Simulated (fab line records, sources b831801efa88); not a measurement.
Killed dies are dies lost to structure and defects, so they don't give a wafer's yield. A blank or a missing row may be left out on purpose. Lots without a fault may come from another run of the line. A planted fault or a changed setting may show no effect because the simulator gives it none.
Which tool did it? | flow sky130 | 6 lots, 18 wafers sampled, at 1 step of a route of 708

WHAT THE GAUGES READ, wafer by wafer
SKY_LDD_N_TW_MEAS_17.
lot  | measured     | on            | LDD_N_TW
L998 | day 19 07:55 | film_metro-01 | 2599 2590 2595
L103 | day 21 10:50 | film_metro-02 | 2556 2561 2558
L107 | day 22 13:17 | film_metro-03 | 2602 2603 2587
L112 | day 24 07:12 | film_metro-01 | 2578 2575 2573
L114 | day 24 17:53 | film_metro-01 | 2567 2565 2565
L117 | day 25 23:17 | film_metro-02 | 2534 2553 2535

WHICH TOOL RAN EACH LOT (tool, then ch and the chambers of the sampled wafers, then the start)
The record holds no process step before these readings.

THE ANSWER, worked out from the rows above alone
Rule: what is usual is taken from the lots themselves. Put in order of their means at a reading, lots are off if they are a third of the lots or fewer, leave a main group of 4 or more, and stand apart from it by a gap of 3 or more times the standard deviation of the main group's means; of several such gaps the widest counts. A main group whose means are all the same, to the digits that the tables above print for the reading, isn't used. A lot without any number at a reading at which 4 lots or more have one is off too. The other lots that the step has rows for count as sound.
No lot is off at any reading shown: from this, nothing can be told.

WHAT THE SIMULATOR HAD PUT IN
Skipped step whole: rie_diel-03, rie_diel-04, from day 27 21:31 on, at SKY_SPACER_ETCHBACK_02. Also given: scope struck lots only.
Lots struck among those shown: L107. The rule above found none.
